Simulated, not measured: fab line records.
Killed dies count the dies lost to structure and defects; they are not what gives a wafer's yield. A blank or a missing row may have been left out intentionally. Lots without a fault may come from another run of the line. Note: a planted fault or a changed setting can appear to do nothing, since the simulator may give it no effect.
A sampling plan put to the test ; flow gf180mcu ; one fab line, 11 faults that these records tell of, each judged on the records of the lots that it struck; 3 more are left out, because the records don't allow judging them
What counts as the plan is the set of the line's own looks, namely the steps on the route at which a gauge or an inspection reads a wafer and does not change it. A look is open to judgement when struck wafers have a number at it and the file gives its usual mean and standard deviation on fault-free wafers. Caught: a look later than the fault's first step finds the struck wafers' mean 4 or more of those standard deviations (sigma) from the usual mean. On the tool: here the same test is run on the tool's own readings at the fault's steps. Also counted as caught: the struck wafers showing another recipe, or a record that is empty for them alone.

== THE FAULTS, as the simulator had put them in ==
1. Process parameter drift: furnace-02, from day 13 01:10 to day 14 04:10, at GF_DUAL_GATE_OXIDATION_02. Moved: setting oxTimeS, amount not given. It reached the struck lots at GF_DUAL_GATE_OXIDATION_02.
2. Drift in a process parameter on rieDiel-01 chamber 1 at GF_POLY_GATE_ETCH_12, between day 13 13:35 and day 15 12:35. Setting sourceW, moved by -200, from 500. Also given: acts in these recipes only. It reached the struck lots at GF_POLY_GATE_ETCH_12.
3. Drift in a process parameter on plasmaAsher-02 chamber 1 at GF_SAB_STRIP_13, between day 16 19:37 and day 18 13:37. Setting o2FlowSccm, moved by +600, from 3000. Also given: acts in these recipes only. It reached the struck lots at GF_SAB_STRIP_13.
4. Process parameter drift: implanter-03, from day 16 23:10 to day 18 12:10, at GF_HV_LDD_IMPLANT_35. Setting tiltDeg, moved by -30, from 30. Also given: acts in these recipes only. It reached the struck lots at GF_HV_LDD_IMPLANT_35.
5. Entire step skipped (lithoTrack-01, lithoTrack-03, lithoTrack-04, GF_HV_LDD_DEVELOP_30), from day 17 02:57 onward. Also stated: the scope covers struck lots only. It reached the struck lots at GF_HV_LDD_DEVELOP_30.
6. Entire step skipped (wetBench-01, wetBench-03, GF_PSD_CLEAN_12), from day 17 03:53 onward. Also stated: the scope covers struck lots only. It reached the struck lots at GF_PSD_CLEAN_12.
7. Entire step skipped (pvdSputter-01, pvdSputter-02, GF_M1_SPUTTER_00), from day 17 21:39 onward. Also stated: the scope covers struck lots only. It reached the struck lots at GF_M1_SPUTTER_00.
8. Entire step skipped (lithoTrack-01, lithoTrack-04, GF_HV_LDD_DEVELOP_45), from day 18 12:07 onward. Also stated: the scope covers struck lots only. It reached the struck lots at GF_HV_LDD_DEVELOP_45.
9. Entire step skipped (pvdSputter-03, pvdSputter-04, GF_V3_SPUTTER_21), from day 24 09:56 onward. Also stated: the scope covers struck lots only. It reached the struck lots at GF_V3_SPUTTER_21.
10. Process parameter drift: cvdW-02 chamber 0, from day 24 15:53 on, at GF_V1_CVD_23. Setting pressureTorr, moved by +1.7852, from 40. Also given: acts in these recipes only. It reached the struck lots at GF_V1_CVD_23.
11. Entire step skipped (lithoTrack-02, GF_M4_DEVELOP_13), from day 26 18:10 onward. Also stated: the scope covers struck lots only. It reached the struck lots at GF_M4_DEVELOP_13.

== WHAT THE PLAN SAW ==
fault;on the tool itself;first look that catches it;reading, sigma;median hours from its first step to that look;hours from the fault's start to the first struck lot there;judged looks passed uncaught
1;under 2 sigma;no look after it can be judged;-;-;-;0
2;rfFwdPowerW -99 or beyond sigma;no look after it can be judged;-;-;-;0
3;o2FlowSccm +66 sigma;no look after it can be judged;-;-;-;0
4;tiltDeg -99 or beyond sigma;GF_HV_LDD_RS_MEAS_53;HV_LDD_RS -50;24.6;32;2
5;the tool's record is blank for the struck wafers;no look after it can be judged;-;-;-;0
6;the tool's record is blank for the struck wafers;not the one look that can be judged after it;-;-;-;1
7;the tool's record is blank for the struck wafers;no look after it can be judged;-;-;-;0
8;the tool's record is blank for the struck wafers;no look after it can be judged;-;-;-;0
9;the tool's record is blank for the struck wafers;no look after it can be judged;-;-;-;0
10;chamberPressureTorr +19 sigma;no look after it can be judged;-;-;-;0
11;the tool's record is blank for the struck wafers;no look after it can be judged;-;-;-;0
A dash: this means the fault isn't caught or the number doesn't appear in these records.

Caught at a look: 1 of 11. Caught on the tool: 10 of 11. By one or the other: 10 of 11.
On the tool alone, faults 2, 3, 5, 6, 7, 8, 9, 10, 11 were caught.
Caught by neither: fault 1.

== THINNER SAMPLING ==
If the look that catches a fault measured only every second or every third lot, by lot number, the first struck lot would be measured this late in the worst case:
fault;struck lots at that look, in order of time;every lot;every second lot;every third lot
4;L518, L520;32 h;may miss all 2;may miss all 2
Hours: fault start to first struck lot measured. The test against the limit of 4 sigma pooled every struck wafer, which means one lot taken alone may stay below that limit. Other struck lots may not be in these records.

== THE LONGEST TIMED WAY FROM STEP TO LOOK ==
Fault 4: median gap of 24.6 hours between GF_HV_LDD_IMPLANT_35 and GF_HV_LDD_RS_MEAS_53. The looks between them that can be judged stayed within 4 sigma: GF_HV_LDD_TW_MEAS_38, GF_HV_LDD_CD_MEAS_46.
